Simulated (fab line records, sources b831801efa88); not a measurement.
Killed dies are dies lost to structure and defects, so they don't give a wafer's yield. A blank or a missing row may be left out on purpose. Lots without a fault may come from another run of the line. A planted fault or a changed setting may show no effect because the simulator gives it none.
A struck lot beside a sound one | flow sky130 | 16 steps out of a route of 708
Sound: wafers L565.1, L565.2, L565.3. Struck: wafers L569.2, L569.3, L569.4. The cause comes at the end.
At each step with rows: each side's tool, then ch and its chambers, then its first start. Under that, the readings that differ: sound wafers | struck wafers | difference of the means | sigmas: that difference in standard deviations of wafers without a fault.
alike: readings whose means differ by less than 2 such deviations, and words and numbers that are the same on both sides. not compared: withheld readings, readings that some wafer has no value for, bounds like >300 that may hide the same value, and numbers for which the record gives no deviation and whose values overlap.
The two part at a step that has a row with sigmas, a row that says differs or no value, or rows on one side only. Numbers that don't overlap but have no deviation are shown without sigmas and don't part them. A reading that every wafer of one side lacks parts them only if that side has two wafers or more.

SKY_VIA3_CMP_02: polishes SiO2.
  sound on cmp-02 ch 0,1,2, day 41 12:26; struck on cmp-01 ch 0,2,3, day 42 19:08
  alike: motor_current_A
SKY_VIA3_BOW_MEAS_03:
  sound on film_metro-01, day 41 12:45; struck on film_metro-03, day 42 19:28
  alike: VIA3_BOW
then, 8 steps without rows for these wafers: SKY_VIA3_DEHYDRATE_04 (time 60 s); SKY_VIA3_HMDS_05 (prime time 60 s); SKY_VIA3_COAT_06 (resist thk 60 nm); SKY_VIA3_COAT_07 (resist thk 450 nm); SKY_VIA3_SOFTBAKE_08 (time 90 s); SKY_VIA3_EXPOSE_09 (exposes mask VIM3, target cd 200 nm); SKY_VIA3_PEB_10; SKY_VIA3_DEVELOP_11 (develop time 60 s).
SKY_VIA3_CD_MEAS_12: target cd 200 nm.
  sound on cd_sem-01, day 42 12:01; struck on cd_sem-01, day 43 18:23
  alike: cd_nm
SKY_VIA3_OVL_MEAS_13:
  sound on overlay-02, day 42 12:08; struck on overlay-01, day 43 18:29
  alike: VIA3_OVL
SKY_VIA3_ETCH_14: etches BARC in N2/H2, stops on SiO2, time 45.9 s, target depth 60 nm.
  sound on rie_diel-03 ch 0,1,3, day 42 12:11; struck on rie_diel-01 ch 1,3, day 43 18:31
  reading                                     | sound             | struck            | difference | sigmas
  oes_product_au (a.u.)                       | 0.854 0.853 0.855 | 1.001 0.998 0.994 | +0.144     | +31
  run_length_s (s)                            | 73.8 74.3 75.1    | 57.9 57.5 57.5    | -16.8      | -39
  model.KrF-thick_of_VIA3_COAT_07.thk_nm (nm) | 395 394.9 395.5   | 408.1 410 410     | +14.2      |
  model.etch.depth_nm (nm)                    | 60.01 60.06 60.08 | 50.73 49.78 49.58 | -10.02     |
  model.VIA3.cd_nm (nm)                       | 202.8 202.4 202.6 | 197.3 197.2 196.7 | -5.5       |
  alike: chamber_pressure_mTorr, drypump_motor_current_A, throttle_valve_pct
  not compared: rf_hours_counter_h
SKY_VIA3_ETCH_15: etches SiO2 in C4F8/O2/Ar, stops on TiN, target depth 507 nm, time 78 s.
  sound on rie_diel-03 ch 0,1,3, day 42 12:13; struck on rie_diel-01 ch 1,3, day 43 18:34
  reading                                     | sound             | struck            | difference | sigmas
  oes_product_au (a.u.)                       | 0.946 0.943 0.940 | 0.558 0.503 0.492 | -0.425     | -92
  model.KrF-thick_of_VIA3_COAT_07.thk_nm (nm) | 294.6 291.9 293.7 | 305.2 310.1 310.5 | +15.2      |
  alike: chamber_pressure_mTorr, run_length_s
  not compared: rf_hours_counter_h
SKY_VIA3_STRIP_16: strips in O2/N2.
  sound on plasma_asher-01 ch 0,1, day 42 12:17; struck on plasma_asher-01 ch 0,1, day 43 18:37
  reading                      | sound             | struck            | difference | sigmas
  oes_product_au (a.u.)        | 0.393 0.407 0.399 | 0.405 0.408 0.418 | +0.011     | +2
  strip_time_to_endpoint_s (s) | 4.158 4.130 4.157 | 4.271 4.333 4.343 | +0.167     | +6
  alike: chamber_pressure_mTorr, drypump_motor_current_A
  not compared: rf_hours_counter_h
then, 1 step without rows for these wafers: SKY_VIA3_STRIP_17 (strips in post etch residue remover, time 1200 s).

WHERE THEY PART
First at SKY_VIA3_ETCH_14; last, within this record, at SKY_VIA3_STRIP_16.

WHY: what the simulator had put in
Process parameter drift: rie_diel-01, from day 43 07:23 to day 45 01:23, at SKY_VIA3_ETCH_14. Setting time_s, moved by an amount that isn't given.
